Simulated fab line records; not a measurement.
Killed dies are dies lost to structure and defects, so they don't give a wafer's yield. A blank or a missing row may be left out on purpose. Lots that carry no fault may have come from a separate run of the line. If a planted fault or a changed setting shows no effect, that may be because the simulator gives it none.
The tool behind it: which one? -- flow gf180mcu -- 39 wafers from 13 lots sampled at 6 of the route's 602 steps

== WHAT THE GAUGES READ, wafer by wafer ==
GF_DNWELL_TW_MEAS_09.
lot,measured,on,DNWELL_TW
L465,day 3 05:19,film metro-03,1336 1336 1337
L467,day 3 16:29,film metro-02,1384 1372 1379
L468,day 3 21:22,film metro-02,1369 1362 1369
L469,day 4 01:37,film metro-04,1345 1351 1343
L471,day 4 14:12,film metro-04,1344 1343 1348
L472,day 4 19:01,film metro-04,1344 1336 1343
L474,day 5 04:51,film metro-02,1373 1374 1380
L477,day 5 20:07,film metro-03,1331 1333 1333
L478,day 6 01:37,film metro-03,1334 1337 1339
L479,day 6 07:13,film metro-04,1343 1348 1347
L480,day 6 13:37,film metro-02,1354 1365 1363
L483,day 7 04:09,film metro-04,1346 1348 1349
L484,day 7 09:52,film metro-03,1329 1335 1336

GF_VT_IMPLANT_RS_MEAS_48: uses a four-point probe to measure.
lot,measured,on,LVPWELL_RS (ohm/sq)
L465,day 8 03:30,film metro-01,1200 1194 1194
L467,day 8 16:50,film metro-04,1199 1196 1196
L468,day 8 21:52,film metro-03,1193 1197 1190
L469,day 9 03:41,film metro-03,1196 1196 1198
L471,day 9 20:02,film metro-04,1153 1154 1155 1154 1155 1156
L472,day 10 00:53,film metro-01,1158 1158 1161 1157 1160 1160
L474,day 10 13:17,film metro-03,1198 1195 1195
L477,day 11 11:08,film metro-03,1205 1202 1200
L478,day 11 16:56,film metro-03,1200 1198 1197
L479,day 12 01:44,film metro-04,1194 1193 1193
L480,day 12 09:55,film metro-04,1194 1198 1201
L483,day 13 02:08,film metro-04,1201 1206 1200
L484,day 13 09:18,film metro-03,1196 1195 1200

GF_VT_IMPLANT_RS_MEAS_49: uses a four-point probe to measure.
lot,measured,on,MVPSD_RS (ohm/sq)
L465,day 8 03:37,film metro-01,1163.9 1166.7 1166.0
L467,day 8 16:58,film metro-04,1168.4 1163.8 1166.2
L468,day 8 21:59,film metro-03,1166.0 1166.2 1169.9
L469,day 9 03:49,film metro-03,1164.1 1166.7 1168.0
L471,day 9 23:37,film metro-04,1170.0 1168.2 1169.0
L472,day 10 03:41,film metro-01,1171.9 1165.4 1166.3
L474,day 10 13:25,film metro-03,1168.1 1170.3 1173.3
L477,day 11 11:16,film metro-03,1163.7 1163.5 1167.0
L478,day 11 17:04,film metro-03,1168.4 1170.5 1172.8
L479,day 12 01:52,film metro-04,1164.3 1162.0 1166.2
L480,day 12 10:02,film metro-04,1169.2 1174.7 1174.6
L483,day 13 02:16,film metro-04,1168.0 1164.7 1166.8
L484,day 13 09:25,film metro-03,1166.8 1169.9 1169.7

GF_POLY_GATE_OVL_MEAS_11.
lot,measured,on,POLY_GATE_OVL (nm)
L465,day 9 18:17,overlay-02,7 4 3
L467,day 10 09:32,overlay-02,1 -1 1
L468,day 10 17:14,overlay-02,4 8 4
L469,day 10 20:32,overlay-01,8 5 3
L471,day 11 14:25,overlay-01,7 9 7
L472,day 11 18:55,overlay-02,5 2 6
L474,day 12 08:17,overlay-01,-5 4 5
L477,day 13 07:01,overlay-02,6 5 15
L478,day 13 14:01,overlay-02,1 7 2
L479,day 13 23:53,overlay-02,3 0 1
L480,day 14 08:35,overlay-01,6 4 6
L483,day 15 02:14,overlay-02,-3 -2 -2
L484,day 15 10:01,overlay-02,1 -1 -1

GF_HV_LDD_CD_MEAS_46 targets a cd of 400 nm.
lot,measured,on,cd nm (nm)
L465,day 13 00:58,cd sem-02,398.2 398.6 399.7
L467,day 13 18:54,cd sem-02,398.8 400.3 397.3
L468,day 14 02:50,cd sem-01,395.4 398.3 397.2
L469,day 14 06:31,cd sem-02,400.0 399.8 400.9
L471,day 15 01:46,cd sem-02,397.6 398.5 397.7
L472,day 15 07:10,cd sem-01,403.4 404.4 402.2
L474,day 15 23:01,cd sem-01,398.6 398.6 397.3
L477,day 16 23:54,cd sem-02,399.0 397.0 398.4
L478,day 17 08:55,cd sem-02,397.5 397.3 399.2
L479,day 17 20:57,cd sem-01,399.8 399.5 398.4
L480,day 18 06:07,cd sem-02,400.8 400.1 399.2
L483,day 19 00:13,cd sem-02,403.0 401.4 402.4
L484,day 19 10:25,cd sem-01,400.2 401.2 401.7

== WHICH TOOL RAN EACH LOT (tool, then ch and the chambers of the sampled wafers, then the start) ==
lot,GF_LVPWELL_IMPLANT_09
L465,"implanter-02 ch 0, day 4 07:50"
L467,"implanter-01 ch 0, day 4 20:29"
L468,"implanter-04 ch 0, day 5 01:16"
L469,"implanter-04 ch 0, day 5 05:51"
L471,"implanter-04 ch 0, day 5 19:03"
L472,"implanter-04 ch 0, day 5 23:26"
L474,"implanter-01 ch 0, day 6 10:38"
L477,"implanter-02 ch 0, day 7 03:08"
L478,"implanter-01 ch 0, day 7 07:48"
L479,"implanter-02 ch 0, day 7 14:00"
L480,"implanter-01 ch 0, day 7 21:25"
L483,"implanter-02 ch 0, day 8 11:53"
L484,"implanter-02 ch 0, day 8 17:17"
- GF_LVPWELL_IMPLANT_09

== AS READ BY THE TOOLS THEMSELVES (means over the sampled wafers that have a number; for cases with no such wafer, the mark the record gives instead) ==
GF_LVPWELL_IMPLANT_09.
lot,tool,beam on s (s),dose ions cm2,faraday current uA
L465,implanter-02,9.81,5e+12,28.7
L467,implanter-01,9.90,5e+12,28.4
L468,implanter-04,9.85,5e+12,28.6
L469,implanter-04,10.07,5e+12,28.0
L471,implanter-04,10.13,6e+12,33.2
L472,implanter-04,10.09,6e+12,33.4
L474,implanter-01,10.09,5e+12,28.0
L477,implanter-02,9.85,5e+12,28.6
L478,implanter-01,9.96,5e+12,28.3
L479,implanter-02,10.15,5e+12,27.8
L480,implanter-01,10.12,5e+12,27.9
L483,implanter-02,10.04,5e+12,28.2
L484,implanter-02,9.91,5e+12,28.4

== THE ANSWER, worked out from the rows above alone ==
Rule: usual is defined by the lots themselves. Put in order of their means at a reading, lots are off if they are a third of the lots or fewer, leave a main group of 4 or more, and stand apart from it by a gap of 3 or more times the standard deviation of the main group's means; of several such gaps the widest counts. A main group is skipped when, at the precision printed for the reading in the tables above, its means are all equal. Also off: a lot with no number at a reading for which 4 or more lots have one. Any other lot the step has rows for is counted as sound. First the gauges in route order, then the tools' own readings, where a lot's mean is used as printed above. The first step at which some lot is off is used, and at that step the reading that is off furthest; a lot without a number counts as furthest.
Off: L471, L472, seen at GF_VT_IMPLANT_RS_MEAS_48 (LVPWELL_RS). Mean 1197 ohm/sq and standard deviation 2.8 in the main group.
If a tool, at a process step before that reading, ran all the lots that are off and no sound lot after the first of them, it fits. The gauges at GF_VT_IMPLANT_RS_MEAS_48 aren't tried: what is off there is off at GF_LVPWELL_IMPLANT_09 too, on other tools, and a gauge's error can't cause that. One fits: GF_LVPWELL_IMPLANT_09 on implanter-04. A fault onset in the window from L469 (day 5 05:51, its last sound lot) to L471 (day 5 19:03, its first lot off) fits.
The tool's own readings at GF_LVPWELL_IMPLANT_09 bear it out: on the lots that are off they differ by more than 5 times the standard deviation of the sound lots' means. dose ions cm2 reads 6e+12 there against 5e+12 on the sound lots; faraday current uA reads 33.3 there against 28.3 on the sound lots.

== WHAT THE SIMULATOR HAD INSERTED ==
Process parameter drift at GF_LVPWELL_IMPLANT_09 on implanter-04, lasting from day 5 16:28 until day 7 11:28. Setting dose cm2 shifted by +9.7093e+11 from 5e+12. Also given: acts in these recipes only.
Lots struck among those shown: L471, L472. Same finding as the rule above.
